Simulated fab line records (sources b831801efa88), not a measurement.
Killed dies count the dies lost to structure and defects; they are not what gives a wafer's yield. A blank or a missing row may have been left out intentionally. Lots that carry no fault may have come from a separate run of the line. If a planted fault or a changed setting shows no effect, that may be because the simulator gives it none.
Which tool was responsible? / flow sky130 / 11 lots (33 wafers sampled), 1 step of a 708-step route

WHAT THE GAUGES SHOWED, per wafer
SKY_VIA3_OVL_MEAS_13.
lot=L147; measured=day 41 03:16; on=overlay-02; VIA3_OVL (nm)=8 2 6
lot=L148; measured=day 41 05:40; on=overlay-01; VIA3_OVL (nm)=-5 -1 -3
lot=L151; measured=day 42 00:17; on=overlay-01; VIA3_OVL (nm)=-3 -5 -6
lot=L156; measured=day 43 10:11; on=overlay-01; VIA3_OVL (nm)=-4 -7 -4
lot=L157; measured=day 43 15:28; on=overlay-02; VIA3_OVL (nm)=-5 -14 -4
lot=L160; measured=day 44 12:17; on=overlay-01; VIA3_OVL (nm)=-7 -5 -8
lot=L163; measured=day 45 01:28; on=overlay-02; VIA3_OVL (nm)=4 3 -5
lot=L164; measured=day 45 04:33; on=overlay-02; VIA3_OVL (nm)=2 -8 2
lot=L165; measured=day 45 14:41; on=overlay-02; VIA3_OVL (nm)=-2 -2 -5
lot=L167; measured=day 45 22:12; on=overlay-02; VIA3_OVL (nm)=-1 -5 -10
lot=L169; measured=day 46 04:41; on=overlay-01; VIA3_OVL (nm)=4 5 2

WHAT TOOL EACH LOT RAN ON (gives the tool, then ch and the chambers of the sampled wafers, and finally the start)
The record shows no process step preceding these readings.

WHAT THE TOOLS THEMSELVES READ (means of the sampled wafers that have a number; where no wafer has one, the mark that the record gives instead)
The record holds no such reading with a usual standard deviation.

THE ANSWER, worked out from the rows above alone
Rule: usual is defined by the lots themselves. The widest of any qualifying gaps counts: lots, ordered by their means at a reading, are off when they make up no more than a third of the lots, leave a main group of 4 or more, and stand apart from it by 3 or more times the standard deviation of that group's means. A main group whose means are all the same, to the digits that the tables above print for the reading, isn't used. A lot without any number at a reading at which 4 lots or more have one is off too. The other lots that the step has rows for count as sound. The gauges are gone through in route order, then the tools' own readings, and for those a lot's mean is taken as printed above. The first step at which some lot is off is used, and at that step the reading that is off furthest; a lot without a number counts as furthest.
Across all readings shown, no lot is off: no conclusion can be drawn from this.

WHAT HAD BEEN PUT IN BY THE SIMULATOR
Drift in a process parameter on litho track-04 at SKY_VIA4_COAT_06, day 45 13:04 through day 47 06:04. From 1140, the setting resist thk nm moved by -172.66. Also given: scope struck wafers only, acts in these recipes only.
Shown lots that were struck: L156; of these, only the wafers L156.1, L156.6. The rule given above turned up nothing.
